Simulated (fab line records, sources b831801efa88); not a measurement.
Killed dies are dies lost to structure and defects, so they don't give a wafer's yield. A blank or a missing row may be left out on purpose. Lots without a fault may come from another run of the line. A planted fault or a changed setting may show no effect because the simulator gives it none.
Which tool did it? | flow sky130 | 24 lots, 72 wafers sampled, at 5 steps of a route of 708

WHAT THE GAUGES READ, wafer by wafer
SKY_NWELL_THK_MEAS_02. Usual: NWELL_OXIDATION_THK 10.02 nm, standard deviation 0.21.
lot  | measured    | on            | NWELL_OXIDATION_THK (nm) | flag
L074 | day 3 01:10 | film_metro-02 | 10.07 10.01 10.05        |
L075 | day 3 10:12 | film_metro-04 | 10.28 10.31 10.48        |
L076 | day 3 10:12 | film_metro-02 | 9.74 9.80 9.87           |
L077 | day 3 14:17 | film_metro-02 | 10.12 10.20 10.01        |
L078 | day 3 14:20 | film_metro-02 | 10.29 10.26 10.26        |
L079 | day 3 21:04 | film_metro-04 | 9.69 9.77 9.90           |
L080 | day 3 23:52 | film_metro-04 | 10.05 10.25 9.97         |
L081 | day 4 04:11 | film_metro-03 | 10.20 10.20 10.25        |
L082 | day 4 12:31 | film_metro-03 | 9.99 10.02 9.97          |
L083 | day 4 12:31 | film_metro-04 | 10.03 10.24 10.07        |
L084 | day 4 17:49 | film_metro-03 | 10.36 10.20 10.34        |
L085 | day 4 21:58 | film_metro-04 | 9.93 10.03 9.88          |
L086 | day 5 02:21 | film_metro-04 | 10.37 10.39 10.35        |
L087 | day 5 07:32 | film_metro-03 | 9.83 10.05 9.98          |
L088 | day 5 16:24 | film_metro-04 | 9.91 9.91 9.88           |
L089 | day 5 19:56 | film_metro-04 | 10.01 9.77 9.86          |
L090 | day 6 01:47 | film_metro-03 | 10.10 10.19 10.05        |
L091 | day 6 05:37 | film_metro-04 | 9.82 9.88 9.94           |
L092 | day 6 11:25 | film_metro-03 | 9.85 9.83 9.57           |
L093 | day 6 21:17 | film_metro-02 | 9.92 9.99 10.06          |
L094 | day 7 02:49 | film_metro-03 | 9.90 9.95 9.80           |
L095 | day 7 07:25 | film_metro-02 | 10.06 10.12 10.07        |
L096 | day 7 09:38 | film_metro-02 | 9.88 9.77 9.87           |
L097 | day 7 12:49 | film_metro-04 | 9.72 9.88 9.65           |

SKY_LDD_LDN_OVL_MEAS_07. Usual: LDD_LDN_OVL -1.0 nm, standard deviation 1.3.
lot  | measured     | on         | LDD_LDN_OVL (nm) | flag
L074 | day 23 18:40 | overlay-01 | 1.3 -2.1 -0.9    |
L075 | day 24 12:28 | overlay-02 | -0.7 -2.2 -2.2   |
L076 | day 24 08:18 | overlay-01 | -0.4 -0.7 -0.7   |
L077 | day 24 20:13 | overlay-01 | 1.6 0.4 1.7      |
L078 | day 24 20:37 | overlay-02 | -0.4 -2.2 -3.0   |
L079 | day 25 09:22 | overlay-01 | 1.4 -0.5 -0.1    |
L080 | day 25 09:57 | overlay-01 | -1.1 -1.6 -2.6   |
L081 | day 25 18:07 | overlay-01 | -0.3 0.1 1.4     |
L082 | day 26 09:22 | overlay-01 | 1.6 -0.9 -0.2    |
L083 | day 26 09:40 | overlay-01 | 0.0 -0.4 -1.0    |
L084 | day 26 17:11 | overlay-01 | -0.2 -2.2 -1.1   |
L085 | day 26 21:31 | overlay-02 | -0.2 -1.9 -1.7   |
L086 | day 27 15:07 | overlay-01 | 2.9 1.2 0.7      |
L087 | day 27 19:22 | overlay-01 | -1.6 -2.3 -0.9   |
L088 | day 28 05:31 | overlay-02 | -2.4 -3.3 -3.4   |
L089 | day 28 03:58 | overlay-01 | -0.8 0.2 -0.9    |
L090 | day 29 12:13 | overlay-02 | -2.1 -2.0 -2.1   |
L091 | day 29 12:28 | overlay-01 | -1.6 -0.4 -0.8   |
L092 | day 29 09:18 | overlay-01 | -1.0 -1.5 -1.0   |
L093 | day 29 17:37 | overlay-02 | -1.2 -0.6 -2.8   |
L094 | day 30 02:18 | overlay-02 | -1.0 -1.2 -2.8   |
L095 | day 30 02:25 | overlay-01 | -2.8 -1.8 -2.5   |
L096 | day 30 10:42 | overlay-02 | -0.8 -3.5 -2.5   |
L097 | day 30 12:04 | overlay-02 | -0.3 0.1 -1.1    |

SKY_LI_CONTACT_RS_MEAS_22: measures by four-point-probe. Usual: LI_CONTACT_W_RS 0.286 ohm/sq, standard deviation 0.0032.
lot  | measured     | on            | LI_CONTACT_W_RS (ohm/sq) | flag
L074 | day 29 23:45 | film_metro-01 | 0.284 0.288 0.285        |
L075 | day 30 15:13 | film_metro-01 | 0.286 0.290 0.291        |
L076 | day 30 13:32 | film_metro-04 | 0.287 0.289 0.284        |
L077 | day 30 23:43 | film_metro-03 | 0.285 0.283 0.284        |
L078 | day 31 02:21 | film_metro-01 | 0.287 0.285 0.287        |
L079 | day 31 11:16 | film_metro-01 | 0.290 0.287 0.290        |
L080 | day 31 13:20 | film_metro-03 | 0.286 0.288 0.286        |
L081 | day 31 20:21 | film_metro-01 | 0.290 0.282 0.288        |
L082 | day 32 09:43 | film_metro-04 | 0.280 0.285 0.283        |
L083 | day 32 10:45 | film_metro-04 | 0.284 0.284 0.288        |
L084 | day 32 15:50 | film_metro-01 | 0.294 0.291 0.291        |
L085 | day 32 20:50 | film_metro-03 | 0.284 0.285 0.289        |
L086 | day 33 14:28 | film_metro-03 | 0.282 0.282 0.286        |
L087 | day 33 18:45 | film_metro-01 | 0.289 0.287 0.282        |
L088 | day 34 03:36 | film_metro-04 | 0.289 0.284 0.291        |
L089 | day 34 02:53 | film_metro-01 | 0.289 0.290 0.290        |
L090 | day 35 08:00 | film_metro-04 | 0.286 0.285 0.287        |
L091 | day 35 09:19 | film_metro-04 | 0.290 0.288 0.291        |
L092 | day 35 04:23 | film_metro-01 | 0.283 0.285 0.286        |
L093 | day 35 12:37 | film_metro-01 | 0.284 0.287 0.279        |
L094 | day 35 20:24 | film_metro-01 | 0.283 0.284 0.284        |
L095 | day 35 22:50 | film_metro-04 | 0.285 0.284 0.282        |
L096 | day 36 04:26 | film_metro-04 | 0.283 0.283 0.283        |
L097 | day 36 06:05 | film_metro-01 | 0.285 0.283 0.281        |

WHICH TOOL RAN EACH LOT (tool, then ch and the chambers of the sampled wafers, then the start)
lot  | SKY_NWELL_STRIP_14                   | SKY_VT_ADJUST_NCORE_STRIP_10
L074 | plasma_asher-01 ch 0, day 5 02:09    | plasma_asher-04 ch 0,1, day 9 04:55
L075 | plasma_asher-03 ch 0,1, day 5 12:42  | plasma_asher-04 ch 0,1, day 9 16:25
L076 | plasma_asher-01 ch 0,1, day 5 12:50  | plasma_asher-04 ch 0,1, day 9 17:10
L077 | plasma_asher-01 ch 1, day 5 16:22    | plasma_asher-02 ch 0,1, day 9 22:49
L078 | plasma_asher-01 ch 0,1, day 5 18:01  | plasma_asher-03 ch 0,1, day 9 23:25
L079 | plasma_asher-03 ch 0,1, day 6 01:46  | plasma_asher-02 ch 0,1, day 10 08:55
L080 | plasma_asher-02 ch 0,1, day 6 05:01  | plasma_asher-02 ch 0,1, day 10 13:46
L081 | plasma_asher-01 ch 0,1, day 6 09:16  | plasma_asher-03 ch 0,1, day 10 17:02
L082 | plasma_asher-01 ch 0,1, day 6 20:07  | plasma_asher-02 ch 0,1, day 11 06:40
L083 | plasma_asher-03 ch 0,1, day 6 20:14  | plasma_asher-03 ch 0,1, day 11 07:34
L084 | plasma_asher-03 ch 0,1, day 7 01:11  | plasma_asher-03 ch 0,1, day 11 14:17
L085 | plasma_asher-03 ch 0,1, day 7 06:06  | plasma_asher-03 ch 0,1, day 11 19:45
L086 | plasma_asher-03 ch 0,1, day 7 10:38  | plasma_asher-02 ch 0,1, day 12 02:07
L087 | plasma_asher-03 ch 0,1, day 7 18:20  | plasma_asher-02 ch 0,1, day 12 10:11
L088 | plasma_asher-01 ch 0,1, day 8 01:39  | plasma_asher-02 ch 0,1, day 12 18:27
L089 | plasma_asher-02 ch 1, day 8 07:07    | plasma_asher-04 ch 1, day 13 00:50
L090 | plasma_asher-02 ch 0,1, day 8 12:38  | plasma_asher-04 ch 0,1, day 13 11:11
L091 | plasma_asher-01 ch 0,1, day 8 16:58  | plasma_asher-03 ch 0,1, day 13 11:45
L092 | plasma_asher-02 ch 0,1, day 8 22:37  | plasma_asher-02 ch 0,1, day 13 17:19
L093 | plasma_asher-02 ch 0,1, day 9 11:37  | plasma_asher-02 ch 0,1, day 14 08:49
L094 | plasma_asher-02 ch 0,1, day 9 18:01  | plasma_asher-04 ch 0,1, day 14 17:31
L095 | plasma_asher-01 ch 1, day 9 23:17    | plasma_asher-02 ch 0,1, day 14 22:01
L096 | plasma_asher-02 ch 0,1, day 10 01:27 | plasma_asher-03 ch 0,1, day 15 01:46
L097 | plasma_asher-02 ch 0,1, day 10 04:24 | plasma_asher-04 ch 0,1, day 15 05:55
- SKY_NWELL_STRIP_14: strips in O2/N2.
- SKY_VT_ADJUST_NCORE_STRIP_10: strips in O2/N2.

WHAT THE TOOLS THEMSELVES READ (means of the sampled wafers that have a number; where no wafer has one, the mark that the record gives instead)
SKY_NWELL_STRIP_14. Usual: drypump_motor_current_A 5.7 A, standard deviation 0.31; oes_product_au 0.722 a.u., standard deviation 0.0043; strip_time_to_endpoint_s 36.55 s, standard deviation 0.09.
lot  | tool            | drypump_motor_current_A (A) | oes_product_au (a.u.) | strip_time_to_endpoint_s (s) | flag
L074 | plasma_asher-01 | 6.1                         | 0.723                 | 36.52                        |
L075 | plasma_asher-03 | 5.3                         | 0.722                 | 36.53                        |
L076 | plasma_asher-01 | 5.8                         | 0.725                 | 36.46                        |
L077 | plasma_asher-01 | 5.7                         | 0.722                 | 36.55                        |
L078 | plasma_asher-01 | 6.0                         | 0.720                 | 36.51                        |
L079 | plasma_asher-03 | 5.4                         | 0.719                 | 36.48                        |
L080 | plasma_asher-02 | 6.0                         | 0.724                 | 36.50                        |
L081 | plasma_asher-01 | 6.0                         | 0.719                 | 36.44                        |
L082 | plasma_asher-01 | 5.8                         | 0.720                 | 36.52                        |
L083 | plasma_asher-03 | 5.4                         | 0.719                 | 36.41                        |
L084 | plasma_asher-03 | 5.4                         | 0.724                 | 36.69                        |
L085 | plasma_asher-03 | 5.3                         | 0.724                 | 36.54                        |
L086 | plasma_asher-03 | 5.3                         | 0.722                 | 36.58                        |
L087 | plasma_asher-03 | 5.3                         | 0.722                 | 36.59                        |
L088 | plasma_asher-01 | 5.8                         | 0.718                 | 36.59                        |
L089 | plasma_asher-02 | 6.1                         | 0.725                 | 36.59                        |
L090 | plasma_asher-02 | 5.9                         | 0.722                 | 36.59                        |
L091 | plasma_asher-01 | 5.8                         | 0.720                 | 36.55                        |
L092 | plasma_asher-02 | 5.9                         | 0.726                 | 36.57                        |
L093 | plasma_asher-02 | 5.9                         | 0.721                 | 36.57                        |
L094 | plasma_asher-02 | 5.8                         | 0.720                 | 36.60                        |
L095 | plasma_asher-01 | 5.6                         | 0.724                 | 36.67                        |
L096 | plasma_asher-02 | 6.0                         | 0.726                 | 36.61                        |
L097 | plasma_asher-02 | 5.9                         | 0.722                 | 36.45                        |

SKY_VT_ADJUST_NCORE_STRIP_10. Usual: drypump_motor_current_A 5.6 A, standard deviation 0.46; oes_product_au 0.715 a.u., standard deviation 0.0043; strip_time_to_endpoint_s 14.11 s, standard deviation 0.031.
lot  | tool            | drypump_motor_current_A (A) | oes_product_au (a.u.) | strip_time_to_endpoint_s (s) | flag
L074 | plasma_asher-04 | 5.8                         | 0.716                 | 14.06                        |
L075 | plasma_asher-04 | 5.7                         | 0.716                 | 14.10                        |
L076 | plasma_asher-04 | 5.3                         | 0.712                 | 14.12                        |
L077 | plasma_asher-02 | 5.8                         | 0.713                 | 14.10                        |
L078 | plasma_asher-03 | 5.3                         | 0.714                 | 14.10                        |
L079 | plasma_asher-02 | 6.0                         | 0.718                 | 14.10                        |
L080 | plasma_asher-02 | 5.9                         | 0.719                 | 14.12                        |
L081 | plasma_asher-03 | 5.4                         | 0.719                 | 14.10                        |
L082 | plasma_asher-02 | 5.8                         | 0.717                 | 14.10                        |
L083 | plasma_asher-03 | 5.4                         | 0.717                 | 14.15                        |
L084 | plasma_asher-03 | 5.4                         | 0.715                 | 14.08                        |
L085 | plasma_asher-03 | 5.3                         | 0.718                 | 14.13                        |
L086 | plasma_asher-02 | 5.8                         | 0.715                 | 14.13                        |
L087 | plasma_asher-02 | 5.9                         | 0.714                 | 14.10                        |
L088 | plasma_asher-02 | 5.9                         | 0.713                 | 14.09                        |
L089 | plasma_asher-04 | 4.8                         | 0.715                 | 14.11                        |
L090 | plasma_asher-04 | 5.3                         | 0.718                 | 14.13                        |
L091 | plasma_asher-03 | 5.4                         | 0.717                 | 14.13                        |
L092 | plasma_asher-02 | 5.9                         | 0.720                 | 14.10                        |
L093 | plasma_asher-02 | 5.8                         | 0.715                 | 14.11                        |
L094 | plasma_asher-04 | 5.3                         | 0.718                 | 14.10                        |
L095 | plasma_asher-02 | 6.0                         | 0.719                 | 14.15                        |
L096 | plasma_asher-03 | 5.4                         | 0.715                 | 14.10                        |
L097 | plasma_asher-04 | 5.3                         | 0.712                 | 14.09                        |

THE ANSWER, worked out from the rows above alone
Rule: a lot is off if the mean of its wafers that have a number lies more than 3 standard deviations from the usual mean. A lot without any number at a reading at which 4 lots or more have one is off too. The other lots that the step has rows for count as sound. The gauges are gone through in route order, then the tools' own readings, and for those a lot's mean is taken as printed above. The first step at which some lot is off is used, and at that step the reading that is off furthest; a lot without a number counts as furthest.
No lot is off at any reading shown: from this, nothing can be told.

WHAT THE SIMULATOR HAD PUT IN
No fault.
